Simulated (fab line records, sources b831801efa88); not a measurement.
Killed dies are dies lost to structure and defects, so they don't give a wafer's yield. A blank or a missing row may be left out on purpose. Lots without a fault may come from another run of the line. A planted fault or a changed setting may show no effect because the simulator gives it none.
fab line records | flow sfq_line
record lots=5 wafers=15 last_day=92
route steps=325 shown M0@33 I0@43 M1@58
lots that met no fault: from a run of the same line without faults
start_h: hours from the record's first day to the start of the lot's first wafer shown | wait_h: hours since the lot's step before | " the same as in the row above | L1.1+2: a row that stands for several wafers | - no value, or no start given | * or withheld: withheld | < > ~ a bound
route shown NAME@n: a module of which the file shows steps, and the number in the route of the first | usual: mean/standard deviation of fault-free wafers | same: alike in all rows | chamber/n: place in a boat | sites: the reading at each site | _std_site: their standard deviation | _edge_site: outer sites' mean less inner sites' | radius_mm: how far each site lies from the wafer's centre | mask NAME#n: copy n | behind: the tool/chamber that last shaped the wafer | hold: why the lot was held/for how many hours/how that ended | device: the transistor (n, p or np) that didn't switch | end of line: the same wafers' tests at the end of the route | a step without rows: its recipe alone | killed: dies lost to structure and defects at the first sort, not the wafer's yield | map: a wafer's dies, x killed, . not, _ none there
set.NAME: the setting as run; set.NAME@STEP: as run at that earlier step | model.NAME: the simulator's own value behind a step, which no gauge read
lots at some steps of the route; a table a step, a row a wafer
services: from which hour (start_h, from the record's first day; less than 0 if before it) a tool's chamber was out of use, for how many hours, and why
## steps
# step SFQ_TRILAYER_M0_LITHO_COAT_021
# recipe resist=KrF spin_rpm=3000 resist_thk_nm=600
# usual resist_line_temp_C=23.00/0.11 spin_speed_rpm=2999.9/2.1
# columns lot.wafer tool chamber start_h wait_h resist_line_temp_C spin_speed_rpm
L076.1 litho_track-01 0 154.93 0.2 23.00 2999.7
L076.4 " 0 " " 23.02 2999.2
L076.5 " 0 " " 23.00 3002.6
L081.3 litho_track-01 0 186.69 0.2 23.14 2998.9
L081.4 " 0 " " 23.01 3001.4
L081.6 " 0 " " 22.99 3003.1
L088.2 litho_track-02 0 233.40 0.2 22.89 3002.0
L088.5 " 0 " " 22.96 3001.7
L088.6 " 0 " " 22.90 2998.5
L090.1 litho_track-03 0 245.36 0.2 23.03 2999.0
L090.2 " 0 " " 23.06 3001.0
L090.6 " 0 " " 23.04 3001.6
L095.4 litho_track-03 0 290.74 0.2 23.13 2996.5
L095.5 " 0 " " 23.10 2997.7
L095.6 " 0 " " 23.05 2999.7
# step SFQ_TRILAYER_M0_LITHO_SOFTBAKE_025
# recipe temp_c=withheld time_s=withheld resist=KrF
# usual resist_line_temp_C=*
# columns lot.wafer tool chamber start_h wait_h resist_line_temp_C
L076.1 litho_track-01 0 155.23 0.2 *
L076.4 " 0 " " *
L076.5 " 0 " " *
L081.3 litho_track-01 0 186.94 0.2 *
L081.4 " 0 " " *
L081.6 " 0 " " *
L088.2 litho_track-02 0 233.68 0.2 *
L088.5 " 0 " " *
L088.6 " 0 " " *
L090.1 litho_track-03 0 245.66 0.2 *
L090.2 " 0 " " *
L090.6 " 0 " " *
L095.4 litho_track-03 0 290.97 0.2 *
L095.5 " 0 " " *
L095.6 " 0 " " *
# step SFQ_TRILAYER_M0_LITHO_EXPOSE_022
# recipe mask_id=M0 na=0.6 source_shape=conventional sigma_outer=0.65 target_cd_nm=500 dose_mj=14.4
# usual focus_offset_nm=-0.1/0.45
# same na=0.6
# columns lot.wafer tool chamber start_h wait_h mask focus_offset_nm
L076.1 krf_scanner-02 0 236.36 - M0#0 0.0
L076.4 " 0 " " M0#0 0.3
L076.5 " 0 " " M0#0 0.2
L081.3 krf_scanner-01 0 279.60 - M0#0 0.3
L081.4 " 0 " " M0#0 -0.5
L081.6 " 0 " " M0#0 -0.2
L088.2 krf_scanner-02 0 338.64 - M0#0 0.9
L088.5 " 0 " " M0#0 0.4
L088.6 " 0 " " M0#0 0.0
L090.1 krf_scanner-02 0 354.04 - M0#0 -0.4
L090.2 " 0 " " M0#0 0.0
L090.6 " 0 " " M0#0 0.3
L095.4 krf_scanner-01 0 424.34 - M0#0 -0.1
L095.5 " 0 " " M0#0 0.6
L095.6 " 0 " " M0#0 0.4
# step SFQ_TRILAYER_M0_LITHO_PEB_024
# recipe peb_temp_c=115 peb_time_s=60 resist=KrF
# usual heater_power_total_W=79.15/0.071 resist_line_temp_C=23.01/0.12
# columns lot.wafer tool chamber start_h wait_h heater_power_total_W resist_line_temp_C
L076.1 litho_track-02 0 237.56 1.0 79.17 23.04
L076.4 " 0 " " 79.15 22.90
L076.5 " 0 " " 79.12 22.85
L081.3 litho_track-02 0 280.45 0.7 79.16 22.89
L081.4 " 0 " " 79.03 22.91
L081.6 " 0 " " 79.24 22.86
L088.2 litho_track-02 0 339.67 0.8 79.17 23.26
L088.5 " 0 " " 79.14 23.14
L088.6 " 0 " " 79.23 23.04
L090.1 litho_track-01 0 355.24 1.0 79.09 23.06
L090.2 " 0 " " 79.08 23.39
L090.6 " 0 " " 79.20 23.29
L095.4 litho_track-01 0 425.01 0.5 79.10 22.82
L095.5 " 0 " " 79.20 22.91
L095.6 " 0 " " 79.11 23.07
# step SFQ_TRILAYER_M0_LITHO_DEVELOP_023
# recipe time_s=60 resist=KrF
# usual resist_line_temp_C=22.99/0.09
# same time_s=60
# columns lot.wafer tool chamber start_h wait_h resist_line_temp_C
L076.1 litho_track-02 0 237.71 0.1 22.81
L076.4 " 0 " " 22.94
L076.5 " 0 " " 22.87
L081.3 litho_track-02 0 280.60 0.1 23.01
L081.4 " 0 " " 23.10
L081.6 " 0 " " 23.07
L088.2 litho_track-02 0 339.82 0.1 23.03
L088.5 " 0 " " 23.17
L088.6 " 0 " " 23.06
L090.1 litho_track-01 0 355.39 0.1 23.06
L090.2 " 0 " " 22.99
L090.6 " 0 " " 22.90
L095.4 litho_track-01 0 425.16 0.1 23.07
L095.5 " 0 " " 23.18
L095.6 " 0 " " 22.99
# step SFQ_M0_OVL_MEAS_906
# usual M0_OVL=2/6
# columns lot.wafer tool chamber start_h wait_h M0_OVL[nm]
L076.1 overlay-01 - 237.86 0.1 1
L076.4 " - " " -10
L076.5 " - " " -6
L081.3 overlay-01 - 280.71 0.1 2
L081.4 " - " " -9
L081.6 " - " " -15
L088.2 overlay-01 - 339.95 0.1 9
L088.5 " - " " 6
L088.6 " - " " 7
L090.1 overlay-02 - 355.54 0.1 3
L090.2 " - " " 8
L090.6 " - " " 6
L095.4 overlay-02 - 425.25 0.1 0
L095.5 " - " " -3
L095.6 " - " " -1
# step SFQ_TRILAYER_M0_BARC_OPEN_METAL_ETCH_031
# recipe mask_material=PR chemistry=O2 target_depth_nm=125 target=BARC icp_w=600 bias_w=80 pressure_mtorr=10 time_s=41.7
# usual drypump_motor_current_A=6.2/0.45 oes_product_au=0.685/0.0048
# same time_s=41.7
# columns lot.wafer tool chamber start_h wait_h drypump_motor_current_A oes_product_au rf_hours_counter_h
L076.1 rie_metal-03 0 237.90 0.0 5.4 0.681 69
L076.4 " 0 " " 5.4 0.689 -
L076.5 " 1 " " 6.3 0.678 -
L081.3 rie_metal-03 1 280.75 0.0 6.3 0.685 -
L081.4 " 0 " " 5.4 0.690 -
L081.6 " 0 " " 5.4 0.680 -
L088.2 rie_metal-04 1 339.98 0.0 6.3 0.689 97
L088.5 " 1 " " 6.3 0.685 -
L088.6 " 0 " " 5.7 0.686 -
L090.1 rie_metal-04 0 355.58 0.0 5.7 0.695 158
L090.2 " 1 " " 6.2 0.681 99
L090.6 " 1 " " 6.2 0.689 -
L095.4 rie_metal-04 1 425.29 0.0 6.3 0.680 -
L095.5 " 1 " " 6.2 0.685 -
L095.6 " 0 " " 5.7 0.679 -
# step SFQ_TRILAYER_M0_ETCH_METAL_ETCH_024
# recipe target=Nb stop_on=SiO2 mask_material=PR chemistry=Cl2/Ar target_depth_nm=240 icp_w=600 bias_w=80 pressure_mtorr=10 time_s=120
# usual drypump_motor_current_A=6.2/0.45 oes_product_au=0.893/0.0063
# same time_s=120
# columns lot.wafer tool chamber start_h wait_h drypump_motor_current_A oes_product_au rf_hours_counter_h
L076.1 rie_metal-03 0 237.96 0.0 5.4 0.896 69
L076.4 " 0 " " 5.4 0.888 -
L076.5 " 1 " " 6.3 0.892 -
L081.3 rie_metal-03 1 280.83 0.1 6.3 0.898 -
L081.4 " 0 " " 5.4 0.895 -
L081.6 " 0 " " 5.4 0.895 -
L088.2 rie_metal-04 1 340.04 0.0 6.3 0.890 97
L088.5 " 1 " " 6.3 0.893 -
L088.6 " 0 " " 5.7 0.900 -
L090.1 rie_metal-04 0 355.64 0.0 5.7 0.901 158
L090.2 " 1 " " 6.2 0.897 99
L090.6 " 1 " " 6.2 0.891 -
L095.4 rie_metal-04 1 425.37 0.1 6.3 0.893 -
L095.5 " 1 " " 6.3 0.892 -
L095.6 " 0 " " 5.7 0.894 -
# step SFQ_TRILAYER_M0_STRIP_STRIP_025
# recipe gas=O2 power_w=200 platen_temp_c=40 overash_fraction=0.65 chemistry=O2 pressure_mtorr=50
# usual drypump_motor_current_A=6.2/0.44 oes_product_au=1.000/0.0085 platen_temp_c=40.01/0.099
# columns lot.wafer tool chamber start_h wait_h drypump_motor_current_A oes_product_au platen_temp_c rf_hours_counter_h
L076.1 rie_metal-03 0 238.08 0.1 5.4 1.000 40.07 69
L076.4 " 0 " " 5.4 1.005 39.98 -
L076.5 " 1 " " 6.3 1.014 40.03 -
L081.3 rie_metal-03 1 281.12 0.2 6.3 0.991 39.97 -
L081.4 " 0 " " 5.4 0.996 40.00 -
L081.6 " 0 " " 5.4 0.983 39.91 -
L088.2 rie_metal-04 1 340.16 0.1 6.3 1.003 39.96 97
L088.5 " 1 " " 6.3 1.001 40.10 -
L088.6 " 0 " " 5.7 0.999 39.97 -
L090.1 rie_metal-04 0 355.76 0.1 5.7 0.993 39.92 158
L090.2 " 1 " " 6.3 1.009 39.83 99
L090.6 " 1 " " 6.3 1.004 39.92 -
L095.4 rie_metal-04 1 425.66 0.2 6.3 1.002 40.11 -
L095.5 " 1 " " 6.3 1.002 40.25 -
L095.6 " 0 " " 5.6 1.004 40.06 -
# step SFQ_TRILAYER_M0_STRIP_SOLV_CLEAN_026
# recipe chemistry=NMP temp_c=70 time_s=600
# same time_s=600
# columns lot.wafer tool chamber start_h wait_h
L076.1+4+5 wet_bench-03 3,5,7 238.68 0.4
L081.3+4+6 wet_bench-03 4,2,1 281.52 0.2
L088.2+5+6 wet_bench-03 2,5,1 340.76 0.4
L090.1+2+6 wet_bench-01 4,3,7 356.36 0.4
L095.4+5+6 wet_bench-03 2,0,4 426.06 0.2
# step SFQ_TRILAYER_I0_DEP_PECVD_027
# recipe material=SiO2 temp_c=150 time_s=111.11 pressure_torr=2.4 rf_w=183.3 precursor=SiH4/N2O target_thk_nm=500
# usual heater_power_outer_w=30/6.9 heater_power_w=81/11 showerhead_vpp_V=859/48 throttle_valve_pct=24.7/1.2
# same time_s=111.11
# columns lot.wafer tool chamber start_h wait_h heater_power_outer_w heater_power_w showerhead_vpp_V throttle_valve_pct
L076.1 pecvd-04 1 238.86 0.0 26 75 873 25.3
L076.4 " 0 " " 37 91 927 25.4
L076.5 " 1 " " 28 79 864 25.2
L081.3 pecvd-03 2 281.69 0.0 31 88 766 23.0
L081.4 " 1 " " 36 88 831 23.5
L081.6 " 2 " " 20 73 769 23.0
L088.2 pecvd-04 2 340.94 0.0 30 76 898 26.5
L088.5 " 2 " " 31 78 902 26.6
L088.6 " 0 " " 33 85 904 25.5
L090.1 pecvd-04 2 356.55 0.0 30 75 884 26.6
L090.2 " 1 " " 24 71 869 25.0
L090.6 " 2 " " 31 75 883 26.9
L095.4 pecvd-02 1 426.27 0.0 15 57 752 24.5
L095.5 " 0 " " 37 98 888 24.6
L095.6 " 2 " " 20 73 849 23.1
# step SFQ_TRILAYER_I0_CMP_CMP_028
# recipe material=SiO2 down_force_psi=3 platen_rpm=60 pad_velocity_m_s=0.94248
# usual motor_current_A=10.5/1.2 time_to_endpoint_s=216/6.7
# columns lot.wafer tool chamber start_h wait_h motor_current_A time_to_endpoint_s
L076.1 cmp-02 0 238.94 0.0 13.0 202
L076.4 " 3 240.44 1.5 10.2 215
L076.5 " 1 241.44 2.5 9.4 214
L081.4 cmp-02 2 283.58 1.8 9.8 229
L081.3 " 3 " " 10.2 224
L081.6 " 2 285.58 3.8 9.6 232
L088.2 cmp-02 3 341.52 0.5 9.9 215
L088.5 " 2 343.02 2.0 9.8 219
L088.6 " 3 " " 9.3 213
L090.2 cmp-01 3 357.63 1.0 8.9 210
L090.1 " 0 " " 10.5 205
L090.6 " 2 359.13 2.5 11.2 210
L095.4 cmp-02 0 428.41 2.1 12.9 220
L095.6 " 1 " " 9.2 223
L095.5 " 2 " " 9.6 223
# step SFQ_I0_BOW_MEAS_907
# recipe mode=bow
# usual I0_BOW=1/7.2
# columns lot.wafer tool chamber start_h wait_h I0_BOW[um]
L076.1 film_metro-02 - 241.94 2.5 -7
L076.4 " - " " 8
L076.5 " - " " 8
L081.3 film_metro-02 - 286.62 2.0 8
L081.4 " - " " 10
L081.6 " - " " -1
L088.2 film_metro-02 - 344.04 2.0 6
L088.5 " - " " 3
L088.6 " - " " -14
L090.1 film_metro-04 - 359.63 1.0 6
L090.2 " - " " -9
L090.6 " - " " -1
L095.4 film_metro-03 - 429.97 1.1 -2
L095.5 " - " " 5
L095.6 " - " " 0
# step SFQ_TRILAYER_I0_METRO_MEASURE_029
# usual thk_nm=200.4/0.97
# columns lot.wafer tool chamber start_h wait_h thk_nm
L076.1 film_metro-02 - 242.06 0.1 200.3
L076.4 " - " " 200.3
L076.5 " - " " 199.6
L081.3 film_metro-02 - 287.10 0.5 199.4
L081.4 " - " " 200.9
L081.6 " - " " 200.9
L088.2 film_metro-02 - 344.34 0.3 201.2
L088.5 " - " " 201.2
L088.6 " - " " 201.0
L090.1 film_metro-04 - 359.75 0.1 197.9
L090.2 " - " " 199.2
L090.6 " - " " 198.5
L095.4 film_metro-03 - 430.63 0.6 200.2
L095.5 " - " " 200.8
L095.6 " - " " 199.3
# step SFQ_TRILAYER_I0_VIA_LITHO_COAT_036
# recipe resist=BARC spin_rpm=3000 resist_thk_nm=62
# usual resist_line_temp_C=22.97/0.1 spin_speed_rpm=2999.7/2.3
# columns lot.wafer tool chamber start_h wait_h resist_line_temp_C spin_speed_rpm
L076.1 litho_track-04 0 243.26 1.0 23.11 2999.3
L076.4 " 0 " " 23.01 3005.8
L076.5 " 0 " " 23.11 2999.7
L081.3 litho_track-03 0 288.00 0.7 22.94 3002.5
L081.4 " 0 " " 23.03 2999.8
L081.6 " 0 " " 23.06 3000.8
L088.2 litho_track-03 0 345.39 0.8 22.83 3002.8
L088.5 " 0 " " 22.85 2998.1
L088.6 " 0 " " 22.83 3001.1
L090.1 litho_track-01 0 360.95 1.0 23.06 2996.5
L090.2 " 0 " " 22.96 2996.1
L090.6 " 0 " " 23.14 2998.0
L095.4 litho_track-03 0 431.38 0.6 23.16 3000.8
L095.5 " 0 " " 23.02 2998.8
L095.6 " 0 " " 23.15 2998.5
# step SFQ_TRILAYER_I0_VIA_LITHO_COAT_031
# recipe resist=KrF spin_rpm=3000 resist_thk_nm=650
# usual resist_line_temp_C=22.97/0.11 spin_speed_rpm=2999.9/2.1
# columns lot.wafer tool chamber start_h wait_h resist_line_temp_C spin_speed_rpm
L076.1 litho_track-04 0 243.56 0.2 22.99 3003.2
L076.4 " 0 " " 22.87 3001.8
L076.5 " 0 " " 22.89 3002.0
L081.3 litho_track-03 0 288.30 0.2 22.68 2999.9
L081.4 " 0 " " 22.91 3000.3
L081.6 " 0 " " 22.90 3004.6
L088.2 litho_track-03 0 345.69 0.2 22.96 3000.7
L088.5 " 0 " " 22.96 2997.5
L088.6 " 0 " " 22.97 3003.9
L090.1 litho_track-01 0 361.25 0.2 22.96 2999.7
L090.2 " 0 " " 23.01 3001.5
L090.6 " 0 " " 22.99 2999.4
L095.4 litho_track-03 0 431.68 0.2 22.78 2999.8
L095.5 " 0 " " 22.75 3002.4
L095.6 " 0 " " 22.65 3000.0
# step SFQ_TRILAYER_I0_VIA_LITHO_SOFTBAKE_035
# recipe temp_c=withheld time_s=withheld resist=KrF
# usual resist_line_temp_C=*
# columns lot.wafer tool chamber start_h wait_h resist_line_temp_C
L076.1 litho_track-04 0 243.86 0.2 *
L076.4 " 0 " " *
L076.5 " 0 " " *
L081.3 litho_track-03 0 288.55 0.2 *
L081.4 " 0 " " *
L081.6 " 0 " " *
L088.2 litho_track-03 0 345.96 0.2 *
L088.5 " 0 " " *
L088.6 " 0 " " *
L090.1 litho_track-01 0 361.55 0.2 *
L090.2 " 0 " " *
L090.6 " 0 " " *
L095.4 litho_track-03 0 431.90 0.2 *
L095.5 " 0 " " *
L095.6 " 0 " " *
# step SFQ_TRILAYER_I0_VIA_LITHO_EXPOSE_032
# recipe mask_id=I0 na=0.6 source_shape=conventional sigma_outer=0.65 target_cd_nm=500 dose_mj=21.3
# usual focus_offset_nm=0.0/0.45
# same na=0.6
# columns lot.wafer tool chamber start_h wait_h mask focus_offset_nm
L076.1 krf_scanner-02 0 352.84 - I0#0 0.1
L076.4 " 0 " " I0#0 0.2
L076.5 " 0 " " I0#0 -0.6
L081.3 krf_scanner-02 0 418.29 - I0#0 0.3
L081.4 " 0 " " I0#0 0.1
L081.6 " 0 " " I0#0 0.3
L088.2 krf_scanner-02 0 491.52 - I0#0 0.3
L088.5 " 0 " " I0#0 0.4
L088.6 " 0 " " I0#0 -0.1
L090.1 krf_scanner-02 0 512.92 - I0#0 -0.2
L090.2 " 0 " " I0#0 -0.1
L090.6 " 0 " " I0#0 -0.2
L095.4 krf_scanner-01 0 590.45 - I0#0 0.6
L095.5 " 0 " " I0#0 0.1
L095.6 " 0 " " I0#0 0.2
# step SFQ_TRILAYER_I0_VIA_LITHO_PEB_034
# recipe peb_temp_c=115 peb_time_s=60 resist=KrF
# usual heater_power_total_W=79.15/0.069 resist_line_temp_C=23.00/0.1
# columns lot.wafer tool chamber start_h wait_h heater_power_total_W resist_line_temp_C
L076.1 litho_track-04 0 354.04 1.0 79.14 22.92
L076.4 " 0 " " 79.21 22.96
L076.5 " 0 " " 79.15 23.05
L081.3 litho_track-04 0 419.14 0.7 79.18 22.98
L081.4 " 0 " " 79.13 22.83
L081.6 " 0 " " 79.19 22.91
L088.2 litho_track-04 0 492.55 0.8 79.23 23.01
L088.5 " 0 " " 79.13 22.89
L088.6 " 0 " " 79.15 23.16
L090.1 litho_track-03 0 514.12 1.0 79.07 23.10
L090.2 " 0 " " 79.11 23.08
L090.6 " 0 " " 79.14 23.07
L095.4 litho_track-03 0 591.13 0.5 79.25 23.08
L095.5 " 0 " " 79.10 23.01
L095.6 " 0 " " 79.17 22.90
# step SFQ_TRILAYER_I0_VIA_LITHO_DEVELOP_033
# recipe time_s=60 resist=KrF
# usual resist_line_temp_C=22.99/0.11
# same time_s=60
# columns lot.wafer tool chamber start_h wait_h resist_line_temp_C
L076.1 litho_track-04 0 354.19 0.1 23.06
L076.4 " 0 " " 23.08
L076.5 " 0 " " 23.09
L081.3 litho_track-04 0 419.29 0.1 23.21
L081.4 " 0 " " 23.08
L081.6 " 0 " " 23.15
L088.2 litho_track-04 0 492.70 0.1 23.18
L088.5 " 0 " " 23.04
L088.6 " 0 " " 23.08
L090.1 litho_track-03 0 514.27 0.1 23.05
L090.2 " 0 " " 23.12
L090.6 " 0 " " 23.00
L095.4 litho_track-03 0 591.28 0.1 23.11
L095.5 " 0 " " 23.12
L095.6 " 0 " " 23.15
# step SFQ_I0_OVL_MEAS_908
# usual I0_OVL=3/5
# columns lot.wafer tool chamber start_h wait_h I0_OVL[nm]
L076.1 overlay-02 - 354.34 0.1 9
L076.4 " - " " 1
L076.5 " - " " 7
L081.3 overlay-02 - 419.40 0.1 8
L081.4 " - " " 0
L081.6 " - " " 1
L088.2 overlay-01 - 492.83 0.1 -8
L088.5 " - " " -1
L088.6 " - " " -6
L090.1 overlay-02 - 514.42 0.1 2
L090.2 " - " " -1
L090.6 " - " " 2
L095.4 overlay-01 - 591.37 0.1 6
L095.5 " - " " 2
L095.6 " - " " 1
# step SFQ_TRILAYER_I0_VIA_BARC_OPEN_VIA_ETCH_046
# recipe mask_material=PR chemistry=O2 target_depth_nm=125 target=BARC source_w=500 bias_w=80 pressure_mtorr=30 time_s=41.7
# usual drypump_motor_current_A=5.9/0.51 oes_product_au=0.685/0.0046
# same time_s=41.7
# columns lot.wafer tool chamber start_h wait_h drypump_motor_current_A oes_product_au rf_hours_counter_h
L076.1 rie_diel-01 2 354.38 0.0 5.1 0.688 3
L076.4 " 1 " " 6.2 0.677 90
L076.5 " 3 " " 6.6 0.689 -
L081.3 rie_diel-02 0 419.43 0.0 6.2 0.686 99
L081.4 " 1 " " 5.8 0.689 103
L081.6 " 3 " " 6.1 0.683 -
L088.2 rie_diel-02 3 492.86 0.0 6.2 0.677 0
L088.5 " 1 " " 5.8 0.683 -
L088.6 " 3 " " 6.2 0.676 -
L090.1 rie_diel-01 2 514.45 0.0 5.1 0.681 5
L090.2 " 3 " " 6.6 0.694 15
L090.6 " 1 " " 6.2 0.694 -
L095.4 rie_diel-01 1 591.39 0.0 6.2 0.690 0
L095.5 " 1 " " 6.2 0.690 -
L095.6 " 0 " " 5.8 0.688 -
# step SFQ_TRILAYER_I0_VIA_ETCH_VIA_ETCH_034
# recipe target=SiO2 stop_on=Nb mask_material=PR taper_deg=20 chemistry=CHF3 target_depth_nm=260 source_w=500 bias_w=80 pressure_mtorr=30 time_s=withheld
# usual drypump_motor_current_A=5.9/0.51 oes_product_au=0.855/0.0045
# columns lot.wafer tool chamber start_h wait_h drypump_motor_current_A oes_product_au
L076.1 rie_diel-01 2 354.42 0.0 5.1 0.856
L076.4 " 1 " " 6.2 0.856
L076.5 " 3 " " 6.6 0.852
L081.3 rie_diel-02 0 419.47 0.0 6.2 0.857
L081.4 " 1 " " 5.8 0.851
L081.6 " 3 " " 6.1 0.853
L088.2 rie_diel-02 3 492.90 0.0 6.2 0.850
L088.5 " 1 " " 5.8 0.860
L088.6 " 3 " " 6.2 0.857
L090.1 rie_diel-01 2 514.49 0.0 5.1 0.848
L090.2 " 3 " " 6.6 0.855
L090.6 " 1 " " 6.2 0.855
L095.4 rie_diel-01 1 591.43 0.0 6.2 0.865
L095.5 " 1 " " 6.2 0.853
L095.6 " 0 " " 5.8 0.854
# step SFQ_TRILAYER_I0_VIA_STRIP_STRIP_035
# recipe gas=O2 power_w=200 platen_temp_c=40 overash_fraction=0.65 chemistry=O2 pressure_mtorr=50
# usual drypump_motor_current_A=6.2/0.44 oes_product_au=1.000/0.0076 platen_temp_c=40.01/0.12
# columns lot.wafer tool chamber start_h wait_h drypump_motor_current_A oes_product_au platen_temp_c rf_hours_counter_h
L076.1 rie_metal-02 0 354.53 - 6.4 0.990 39.91 145
L076.4 " 0 " " 6.4 0.998 39.78 -
L076.5 " 1 " " 6.8 1.006 39.87 -
L081.3 rie_metal-01 0 419.78 - 5.7 0.994 40.09 -
L081.4 " 1 " " 5.9 0.988 39.85 -
L081.6 " 0 " " 5.8 0.987 39.99 -
L088.2 rie_metal-03 0 493.01 - 5.5 0.996 39.83 105
L088.5 " 1 " " 6.3 1.010 40.18 -
L088.6 " 0 " " 5.4 1.002 39.84 -
L090.1 rie_metal-01 1 514.61 - 5.9 1.000 40.08 140
L090.2 " 0 " " 5.7 0.994 39.99 51
L090.6 " 0 " " 5.8 1.001 39.97 -
L095.4 rie_metal-02 0 591.74 - 6.4 1.006 39.92 -
L095.5 " 0 " " 6.4 0.995 40.12 -
L095.6 " 1 " " 6.8 1.000 40.07 -
# step SFQ_TRILAYER_I0_VIA_STRIP_SOLV_CLEAN_036
# recipe chemistry=NMP temp_c=70 time_s=600
# same time_s=600
# columns lot.wafer tool chamber start_h wait_h
L076.1+4+5 wet_bench-04 4,6,3 355.13 0.4
L081.3+4+6 wet_bench-03 7,0,5 420.18 0.2
L088.2+5+6 wet_bench-03 4,2,7 493.61 0.4
L090.1+2+6 wet_bench-02 7,2,3 515.21 0.4
L095.4+5+6 wet_bench-04 6,2,1 592.14 0.2
# step SFQ_TRILAYER_M1_DEP_PRE_CLEAN_038
# recipe gas=Ar time_s=22.5 bias_v=250
# same time_s=22.5
# columns lot.wafer tool chamber start_h wait_h
L076.1+4+5 pvd_sputter-04 - 355.31 0.0
L081.3+4+6 pvd_sputter-04 - 420.36 0.0
L088.2+5+6 pvd_sputter-03 - 493.79 0.0
L090.1+2+6 pvd_sputter-03 - 515.40 0.0
L095.4+5+6 pvd_sputter-03 - 592.32 0.0
# step SFQ_TRILAYER_M1_DEP_SPUTTER_037
# recipe material=Nb base_pressure_pa=1.33e-06 chamber_pressure_pa=0.1333 substrate_temp_c=20 resputter_cathode_voltage_v=400 target_thk_nm=200 power_w=2000 time_s=133.3
# usual resputter_cathode_voltage_v=400/3.9 throttle_valve_pct=29.7/0.91
# same time_s=133.3
# columns lot.wafer tool chamber start_h wait_h resputter_cathode_voltage_v throttle_valve_pct
L076.1 pvd_sputter-04 - 355.33 0.0 402 30.6
L076.4 " - " " 399 28.6
L076.5 " - " " 401 29.3
L081.3 pvd_sputter-04 - 420.38 0.0 393 30.3
L081.4 " - " " 401 28.8
L081.6 " - " " 393 31.3
L088.2 pvd_sputter-03 - 493.82 0.0 398 28.0
L088.5 " - " " 401 30.2
L088.6 " - " " 398 29.8
L090.1 pvd_sputter-03 - 515.43 0.0 403 29.5
L090.2 " - " " 392 29.9
L090.6 " - " " 411 28.4
L095.4 pvd_sputter-03 - 592.35 0.0 395 30.1
L095.5 " - " " 391 30.4
L095.6 " - " " 395 30.0
# step SFQ_M1_RS_MEAS_909
# recipe thk_meas_gauge=four-point-probe reads=Nb_of_TRILAYER_M1_DEP_SPUTTER_037
# usual M1_NB_RS=0.887/0.0081
# columns lot.wafer tool chamber start_h wait_h M1_NB_RS[ohm/sq]
L076.1 film_metro-03 - 355.43 0.0 0.883
L076.4 " - " " 0.878
L076.5 " - " " 0.882
L081.3 film_metro-01 - 420.52 0.1 0.891
L081.4 " - " " 0.888
L081.6 " - " " 0.879
L088.2 film_metro-01 - 493.93 0.1 0.902
L088.5 " - " " 0.894
L088.6 " - " " 0.899
L090.1 film_metro-03 - 515.52 0.0 0.881
L090.2 " - " " 0.881
L090.6 " - " " 0.881
L095.4 film_metro-04 - 592.50 0.1 0.885
L095.5 " - " " 0.871
L095.6 " - " " 0.876
# step SFQ_TRILAYER_M1_LITHO_COAT_044
# recipe resist=BARC spin_rpm=3000 resist_thk_nm=62
# usual resist_line_temp_C=22.99/0.1 spin_speed_rpm=3000.0/2.2
# columns lot.wafer tool chamber start_h wait_h resist_line_temp_C spin_speed_rpm
L076.1 litho_track-04 0 355.61 0.1 22.90 3002.0
L076.4 " 0 " " 22.95 3002.8
L076.5 " 0 " " 22.85 3002.0
L081.3 litho_track-02 0 420.76 0.1 23.02 2998.7
L081.4 " 0 " " 22.97 3001.7
L081.6 " 0 " " 22.96 3002.3
L088.2 litho_track-02 0 494.14 0.1 22.99 2996.7
L088.5 " 0 " " 23.09 2998.3
L088.6 " 0 " " 23.00 3000.5
L090.1 litho_track-02 0 515.70 0.1 22.92 3002.5
L090.2 " 0 " " 22.87 3001.0
L090.6 " 0 " " 22.73 2994.9
L095.4 litho_track-01 0 592.77 0.2 23.10 3001.9
L095.5 " 0 " " 23.00 3001.6
L095.6 " 0 " " 22.98 2998.4
# step SFQ_TRILAYER_M1_LITHO_COAT_039
# recipe resist=KrF spin_rpm=3000 resist_thk_nm=600
# usual resist_line_temp_C=23.00/0.099 spin_speed_rpm=2999.8/1.9
# columns lot.wafer tool chamber start_h wait_h resist_line_temp_C spin_speed_rpm
L076.1 litho_track-04 0 355.91 0.2 22.92 3004.3
L076.4 " 0 " " 22.97 3002.3
L076.5 " 0 " " 23.03 3000.5
L081.3 litho_track-02 0 421.06 0.2 22.97 2998.3
L081.4 " 0 " " 22.90 3000.1
L081.6 " 0 " " 22.92 2997.3
L088.2 litho_track-02 0 494.44 0.2 22.85 2999.3
L088.5 " 0 " " 23.07 3000.0
L088.6 " 0 " " 22.89 2999.7
L090.1 litho_track-02 0 516.00 0.2 22.87 2999.9
L090.2 " 0 " " 23.03 2994.1
L090.6 " 0 " " 22.84 2997.6
L095.4 litho_track-01 0 593.07 0.2 23.10 2997.9
L095.5 " 0 " " 23.15 3003.1
L095.6 " 0 " " 23.07 2999.3
# step SFQ_TRILAYER_M1_LITHO_SOFTBAKE_043
# recipe temp_c=withheld time_s=withheld resist=KrF
# usual resist_line_temp_C=*
# columns lot.wafer tool chamber start_h wait_h resist_line_temp_C
L076.1 litho_track-04 0 356.21 0.2 *
L076.4 " 0 " " *
L076.5 " 0 " " *
L081.3 litho_track-02 0 421.31 0.2 *
L081.4 " 0 " " *
L081.6 " 0 " " *
L088.2 litho_track-02 0 494.71 0.2 *
L088.5 " 0 " " *
L088.6 " 0 " " *
L090.1 litho_track-02 0 516.30 0.2 *
L090.2 " 0 " " *
L090.6 " 0 " " *
L095.4 litho_track-01 0 593.29 0.2 *
L095.5 " 0 " " *
L095.6 " 0 " " *
## services
# columns tool chamber start_h hours kind
rie_diel-01 - 136.23 4.2 repair
krf_scanner-02 - 158.31 0.4 repair
rie_metal-03 - 162.70 1.4 pm
rie_metal-04 - 165.69 2.8 pm
rie_diel-01 - 189.11 0.2 repair
krf_scanner-02 - 189.96 1.0 pm
krf_scanner-02 - 200.81 0.8 pm
wet_bench-03 - 206.31 1.5 repair
rie_metal-03 1 247.40 6.9 repair
krf_scanner-02 - 273.56 1.3 pm
rie_metal-03 0 303.00 11.5 repair
krf_scanner-02 - 305.56 0.5 repair
krf_scanner-02 - 362.44 1.0 pm
krf_scanner-02 - 368.41 0.8 pm
krf_scanner-02 - 374.78 2.0 repair
rie_metal-04 - 388.99 1.4 pm
krf_scanner-02 - 449.86 1.3 pm
krf_scanner-02 - 498.52 4.4 pm
rie_metal-04 1 504.60 2.9 repair
krf_scanner-02 - 505.30 4.0 pm
rie_metal-03 - 525.62 2.8 pm
krf_scanner-02 - 527.84 1.0 pm
krf_scanner-02 - 537.21 0.8 pm
krf_scanner-02 - 589.73 0.3 repair
## key
fault none
